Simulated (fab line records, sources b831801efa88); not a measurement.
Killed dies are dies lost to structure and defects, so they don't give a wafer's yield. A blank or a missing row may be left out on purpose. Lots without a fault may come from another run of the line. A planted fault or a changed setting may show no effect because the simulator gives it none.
Problem report in the 8D (eight disciplines) form, filled by code | flow gf180mcu | the parts of the form that need people (team, actions taken, sign-off) are left out

1. THE PROBLEM
STI_CVD_23_THK at GF_STI_THK_MEAS_24 reads a mean of 921 nm on 3 wafers of 3 lots; wafers without a fault read 653 nm with a standard deviation of 7.7. That is +35 standard deviations from the usual mean.
First seen on wafer L482.5, day 6 06:26, on film_metro-03. The record holds 39 wafers of 14 lots with a number at this step. Rule for "out", or "out of limits": more than 4 standard deviations from the usual mean. The other wafers with a number count as sound.

2. WHAT IT IS AND WHAT IT IS NOT
question                    | is                           | is not
which readings at this step | STI_CVD_23_THK               | -
which lots                  | L482, L484, L485             | L463, L464, L465, L467, L468, L469, L472, L473, L475, L478, L486
which wafers of those lots  | L482.5, L484.1, L485.1       | L482.6, L484.3, L485.6
read on which gauges        | film_metro-01, film_metro-03 | film_metro-02
when                        | from day 6 06:26             | up to then (31 sound wafers); but 5 sound wafers of L484, L485, L486 came after

3. SUSPECTS, AND WHAT RULES EACH OUT
Counting: a tool at a process step up to the reading stays a suspect if it ran every lot that is out. Sound lots after the first of them don't rule it out here, since some wafers of a struck lot are sound.
- the gauge at GF_STI_THK_MEAS_24: ruled out. The wafers that are out were read on 2 gauges (film_metro-01, film_metro-03).
- hdpcvd-02 at GF_STI_CVD_23 (deposits SiO2, target thk 650 nm, time 108.3 s): kept. It ran every lot that is out, first L482 (day 6 06:22); its last sound lot up to then is L472 (day 4 04:01).
Left after counting: hdpcvd-02 at GF_STI_CVD_23.

4. THE CAUSE (what the simulator had put in)
Process parameter drift: hdpcvd-02, from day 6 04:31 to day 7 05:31, at GF_STI_CVD_23. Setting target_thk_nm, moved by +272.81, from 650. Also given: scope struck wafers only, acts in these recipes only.
Counting left only this tool.

5. THE CHAIN OF EFFECTS, in route order
Each row: a reading whose mean over the struck wafers that have a number lies more than 3 standard deviations from the usual. Only readings for which the record gives a usual standard deviation are gone through. hours: the time from each lot's start at the first step in this table that gives one to its start at this step, as a median over the lots. sigmas: the change in usual standard deviations.
hours | step               | reading            | usual  | on struck wafers | change | sigmas
0     | GF_STI_THK_MEAS_24 | STI_CVD_23_THK     | 653 nm | 921              | +268   | +35
0     | GF_STI_CMP_25      | time_to_endpoint_s | 124 s  | 177              | +53    | +11
The process steps in it:
- GF_STI_CMP_25: polishes, stops on Si3N4, t overpolish 33 s, target thk 524.6 nm.
Later measuring or inspecting steps at which every struck wafer that the step has a row for has a number for every such reading, and none has moved that far: GF_MVPSD_OVL_MEAS_07, GF_CONTACT_RS_MEAS_25, GF_CONTACT_THK_MEAS_26.

6. WHAT WOULD HAVE CAUGHT IT SOONER
In this record the first reading out of limits at a measuring or inspecting step was taken at day 6 06:26, 2 hours after the fault began at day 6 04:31.
Of the tool readings at GF_STI_CVD_23 for which the record gives a usual standard deviation, none was out on any struck wafer, so an alarm limit of 4 standard deviations on them would not have fired.
Of the lots that are out (3), L484, L485 began GF_STI_CVD_23 on hdpcvd-02 after day 6 06:26. A hold on the tool at that time would have spared those 2.
